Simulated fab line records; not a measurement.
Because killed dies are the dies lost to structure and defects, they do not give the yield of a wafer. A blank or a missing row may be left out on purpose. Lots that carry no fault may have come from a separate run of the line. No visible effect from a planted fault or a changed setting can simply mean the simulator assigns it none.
What tool caused it?	flow sky130	36 wafers from 12 lots sampled at 5 of the route's 708 steps

== WHAT EACH GAUGE READ, for each wafer ==
SKY_PWDE_OVL_MEAS_07. Usual: for PWDE_OVL the level is 1.2 nm and the standard deviation is 1.4.
lot	measured	on	PWDE_OVL (nm)	flag
L729	day 3 21:14	overlay-02	1.9 2.1 1.4	
L731	day 4 10:38	overlay-01	2.3 3.2 1.1	
L734	day 5 00:26	overlay-01	-0.3 -0.1 0.9	
L733	day 5 00:38	overlay-01	-0.6 -0.9 -0.2	
L736	day 5 10:59	overlay-01	1.2 4.9 5.2	
L737	day 5 17:15	overlay-01	4.2 2.2 2.2	
L741	day 6 16:59	overlay-01	3.4 -0.2 0.6	
L742	day 6 21:11	overlay-02	2.0 3.2 1.0	
L745	day 7 15:45	overlay-02	2.6 0.3 -0.2	
L747	day 8 02:59	overlay-01	1.0 -2.1 -0.2	
L749	day 8 16:27	overlay-02	1.6 2.0 2.4	
L752	day 9 05:06	overlay-02	0.4 -1.0 0.0	

SKY_VT_ADJUST_HVTP_OVL_MEAS_08. Usual: for VT_ADJUST_HVTP_OVL the level is 0.0 nm and the standard deviation is 1.2.
lot	measured	on	VT_ADJUST_HVTP_OVL (nm)	flag
L729	day 6 04:25	overlay-01	-1.6 -1.0 -1.0	
L731	day 6 18:37	overlay-01	1.2 1.8 1.1	
L734	day 7 09:58	overlay-01	0.4 0.2 1.0	
L733	day 7 10:19	overlay-01	-2.0 -0.2 -1.0	
L736	day 7 23:05	overlay-02	-1.0 0.3 -0.9	
L737	day 8 10:26	overlay-01	2.1 1.0 -0.4	
L741	day 9 07:55	overlay-02	2.4 1.0 1.2	
L742	day 9 11:28	overlay-02	279.7 278.7 279.2	OFF
L745	day 10 08:10	overlay-01	-0.3 0.2 0.4	
L747	day 10 19:01	overlay-02	276.2 277.3 277.0	OFF
L749	day 11 10:11	overlay-01	0.3 1.9 0.9	
L752	day 12 01:55	overlay-01	0.3 0.4 -0.6	

SKY_LOCAL_INTERCONNECT_CD_MEAS_11 targets a cd of 170 nm. Usual: cd-nm at 169.9 nm, with a standard deviation of 1.7.
lot	measured	on	cd-nm (nm)	flag
L729	day 30 14:54	cd-sem-01	167.6 168.2 170.4	
L731	day 31 13:06	cd-sem-01	169.2 170.1 168.5	
L734	day 32 06:42	cd-sem-01	170.9 172.1 171.7	
L733	day 32 13:31	cd-sem-02	170.7 169.2 169.4	
L736	day 33 06:47	cd-sem-01	165.9 166.3 167.7	
L737	day 33 13:58	cd-sem-02	172.2 172.4 172.3	
L741	day 34 20:21	cd-sem-02	170.6 169.1 169.8	
L742	day 35 02:42	cd-sem-01	170.1 169.7 169.5	
L745	day 36 04:32	cd-sem-02	167.8 168.7 167.0	
L747	day 36 14:59	cd-sem-01	171.7 171.7 171.6	
L749	day 37 00:36	cd-sem-02	171.2 170.6 170.2	
L752	day 37 18:43	cd-sem-01	171.1 171.0 170.0	

== WHICH TOOL RAN EACH LOT (tool, then ch and the chambers of the sampled wafers, then the start) ==
lot	SKY_VT_ADJUST_HVTP_EXPOSE_04	SKY_SD_P_STRIP_10
L729	iline-stepper-01 ch 0, day 5 19:31	plasma-asher-02 ch 0,1, day 25 17:06
L731	iline-stepper-01 ch 0, day 6 08:52	plasma-asher-03 ch 0,1, day 26 15:04
L734	iline-stepper-01 ch 0, day 6 23:58	plasma-asher-01 ch 0,1, day 27 10:09
L733	iline-stepper-01 ch 0, day 7 00:37	plasma-asher-02 ch 0, day 27 16:02
L736	iline-stepper-02 ch 0, day 7 13:16	plasma-asher-03 ch 0,1, day 28 09:44
L737	iline-stepper-02 ch 0, day 7 23:55	plasma-asher-01 ch 0,1, day 28 17:16
L741	iline-stepper-02 ch 0, day 8 21:28	plasma-asher-01 ch 1, day 30 02:04
L742	iline-stepper-02 ch 0, day 9 01:24	plasma-asher-03 ch 0,1, day 30 09:21
L745	iline-stepper-01 ch 0, day 9 20:51	plasma-asher-01 ch 0,1, day 31 11:17
L747	iline-stepper-02 ch 0, day 10 08:49	plasma-asher-03 ch 0,1, day 31 23:29
L749	iline-stepper-01 ch 0, day 10 22:49	plasma-asher-01 ch 0, day 32 08:32
L752	iline-stepper-01 ch 0, day 11 14:35	plasma-asher-03 ch 0,1, day 33 05:11
- SKY_VT_ADJUST_HVTP_EXPOSE_04: exposes mask HVTPM, target cd 380 nm.
- SKY_SD_P_STRIP_10: strips in O2/N2.

== WHAT THE TOOLS THEMSELVES READ (means of the sampled wafers that have a number; where no wafer has one, the mark that the record gives instead) ==
SKY_VT_ADJUST_HVTP_EXPOSE_04. Usual: focus-offset-nm at 0.0 nm, with a standard deviation of 0.5.
lot	tool	focus-offset-nm (nm)	flag
L729	iline-stepper-01	0.3	
L731	iline-stepper-01	0.0	
L734	iline-stepper-01	-0.3	
L733	iline-stepper-01	-0.8	
L736	iline-stepper-02	-0.2	
L737	iline-stepper-02	-0.3	
L741	iline-stepper-02	0.5	
L742	iline-stepper-02	0.7	
L745	iline-stepper-01	0.3	
L747	iline-stepper-02	-0.4	
L749	iline-stepper-01	0.1	
L752	iline-stepper-01	-0.2	

SKY_SD_P_STRIP_10. Usual: drypump-motor-current-A 5.7 A, standard deviation 0.45; o2-flow-sccm 2999 sccm, standard deviation 8.8; oes-product-au 0.617 a.u., standard deviation 0.0045; strip-time-to-endpoint-s 17.49 s, standard deviation 0.045.
lot	tool	drypump-motor-current-A (A)	o2-flow-sccm (sccm)	oes-product-au (a.u.)	strip-time-to-endpoint-s (s)	flag
L729	plasma-asher-02	5.7	2999	0.617	17.46	
L731	plasma-asher-03	5.3	3002	0.619	17.50	
L734	plasma-asher-01	6.1	2990	0.611	17.57	
L733	plasma-asher-02	5.6	2988	0.617	17.52	
L736	plasma-asher-03	5.4	3008	0.616	17.48	
L737	plasma-asher-01	6.1	3008	0.619	17.56	
L741	plasma-asher-01	5.4	3004	0.617	17.52	
L742	plasma-asher-03	5.4	3001	0.615	17.54	
L745	plasma-asher-01	6.0	3002	0.615	17.51	
L747	plasma-asher-03	5.4	3000	0.615	17.43	
L749	plasma-asher-01	6.3	3007	0.617	17.48	
L752	plasma-asher-03	5.7	2997	0.617	17.47	

== THE ANSWER, worked out from the rows above alone ==
Rule: a lot is off if the mean of its wafers that have a number lies more than 3 standard deviations from the usual mean. Also off: a lot with no number at a reading for which 4 or more lots have one. Any other lot the step has rows for is counted as sound. The gauges are gone through in route order, then the tools' own readings, and for those a lot's mean is taken as printed above. At the first step where some lot is off, the reading lying furthest off is the one used; lots without a number count as furthest.
Off: L742, L747, seen at SKY_VT_ADJUST_HVTP_OVL_MEAS_08 (VT_ADJUST_HVTP_OVL).
A tool fits if, at a process step before that reading, it ran every lot that is off, and no sound lot after the first of them. Those tools and the gauges at SKY_VT_ADJUST_HVTP_OVL_MEAS_08 are tried in the same way. 2 tools fit, iline-stepper-02 at SKY_VT_ADJUST_HVTP_EXPOSE_04 and overlay-02 at SKY_VT_ADJUST_HVTP_OVL_MEAS_08, so this cannot tell which one it is.

== WHAT HAD BEEN PUT IN BY THE SIMULATOR ==
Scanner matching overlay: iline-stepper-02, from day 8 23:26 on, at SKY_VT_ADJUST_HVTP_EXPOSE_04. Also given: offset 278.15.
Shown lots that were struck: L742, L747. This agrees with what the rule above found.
